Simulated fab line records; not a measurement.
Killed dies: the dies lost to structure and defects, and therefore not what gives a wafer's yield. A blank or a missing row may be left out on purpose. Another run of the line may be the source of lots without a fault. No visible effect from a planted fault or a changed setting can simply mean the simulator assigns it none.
A struck lot beside a sound one ; flow sky130 ; 19 out of 708 route steps
Sound: these wafers, L462.2, L462.3, L462.6. Wafers L471.1, L471.2, L471.5 were the ones struck. The cause comes at the end.
Order at every step that has rows: each side's tool, ch and its chambers, its first start. Under that, the readings that differ: sound wafers ; struck wafers ; difference of the means ; sigmas: that difference in standard deviations of wafers without a fault.
alike: words and numbers the same on both sides, and readings whose means are apart by under 2 such deviations; not compared: readings that were withheld, readings missing a value for some wafer, numbers with overlapping values and no deviation given by the record, and bounds like >300 which may hide the same value.
The two part at a step that has a row with sigmas, a row that says differs or no value, or rows on one side only. Numbers that don't overlap but have no deviation are shown without sigmas and don't part them. Lack of a reading on every wafer of one side parts them only where that side has two or more wafers.

first, 10 steps without rows for these wafers: SKY_RES_PROTECT_DEVELOP_06 (develop time 60 s); SKY_POLY_GATE_IMPLANT_02; SKY_RES_PROTECT_STRIP_07 (strips in O2/N2); SKY_RES_PROTECT_CLEAN_09 (cleans in SC1/SC2, time 150 s); SKY_POLY_GATE_CVD_03 (deposits Si3N4 from DCS/NH3, target thk 75 nm, time 1290 s); SKY_POLY_GATE_DEHYDRATE_05 (time 60 s); SKY_POLY_GATE_HMDS_06 (prime time 60 s); SKY_POLY_GATE_COAT_07 (resist thk 110 nm); SKY_POLY_GATE_COAT_08 (resist thk 450 nm); SKY_POLY_GATE_SOFTBAKE_09 (time 90 s).
SKY_POLY_GATE_EXPOSE_10: exposes mask P1M, target cd 150 nm.
  sound on krf_scanner-02 ch 0, day 16 09:03; struck on krf_scanner-02 ch 0, day 19 19:35
reading;sound;struck;difference;sigmas
exposure_dose_mJ_cm2;27.971 27.976 28.013;32.132 32.166 32.178;+4.172;+99 or more
  alike: mask
then, 2 steps without rows for these wafers: SKY_POLY_GATE_PEB_11; SKY_POLY_GATE_DEVELOP_12 (develop time 60 s).
SKY_POLY_GATE_CD_MEAS_13 targets a cd of 150 nm.
  sound: cd_sem-02 at day 16 23:13; struck: cd_sem-02 at day 20 10:38
reading;sound;struck;difference;sigmas
cd_nm (nm);148.8 149.5 147.5;125.8 126.3 125.9;-22.6;-13
SKY_POLY_GATE_ETCH_15: etches BARC in N2/H2, stops on SiO2, time 118.5 s, target depth 110 nm.
  sound on rie_diel-03 ch 0,3, day 16 23:21; struck on rie_diel-02 ch 0,2,3, day 20 10:47
reading;sound;struck;difference;sigmas
model.POLY_GATE.cd_nm (nm);147.6 147.2 147.3;126.4 126.5 124.9;-21.4;
  alike: chamber_pressure_mTorr, drypump_motor_current_A, oes_product_au, throttle_valve_pct
  not compared: rf_hours_counter_h
then, 1 step without rows for these wafers: SKY_POLY_GATE_ETCH_16 (etches Si3N4 in CH3F/O2, stops on poly-Si, time 147.5 s, target depth 75 nm).
SKY_POLY_GATE_ETCH_17: etches poly-Si in HBr/Cl2, stops on SiO2, target depth 180 nm, time 70.5 s.
  sound on rie_si-01 ch 0,2,3, day 16 23:32; struck on rie_si-02 ch 1,3, day 20 10:58
reading;sound;struck;difference;sigmas
model.POLY_GATE.cd_nm (nm);148.3 146.6 146.9;127.1 126.3 125.1;-21.1;
  alike: chamber_pressure_mTorr, drypump_motor_current_A, oes_product_au, throttle_valve_pct
  not compared: rf_hours_counter_h
then, 1 step without rows for these wafers: SKY_POLY_GATE_STRIP_18 (strips in O2/N2).
-- here the record skips 28 days between the struck wafers' starts before and after, leaving off in module POLY_GATE and picking up in module PAD_OPEN (first step shown: number 708 of the route) --
SKY_PAD_OPEN_PROBE_99:
  sound: prober-02 at day 46 02:25; struck: prober-01 at day 48 12:50
  no value came back on the struck wafers for any of 8 readings (model.etest.res_xhigh_po.line_ohm_um, model.etest.pfet_01v8.r_on_ohm_um and others); on the sound wafers model.etest.res_xhigh_po.line_ohm_um reads 5769 5830 5880
reading;sound;struck;difference;sigmas
killed_at_front_end;26 17 15;109 124 132;+102;+22
killed_dies;89 102 105;170 195 200;+90;+11
killed_on_rim;19 16 27;62 60 62;+41;+10
killed_open;51 57 60;35 43 39;-17;-3
  alike: killed_at_M0_to_M3, killed_at_M4_up, killed_at_contacts, killed_at_other, killed_short

== WHERE THEY PART ==
At SKY_POLY_GATE_EXPOSE_10 first; at SKY_PAD_OPEN_PROBE_99 last (within this record only).

WHY: the cause the simulator had injected
Drift in process parameters on krf_scanner-02 at SKY_POLY_GATE_EXPOSE_10, starting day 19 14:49. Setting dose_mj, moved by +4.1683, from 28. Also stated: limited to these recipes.
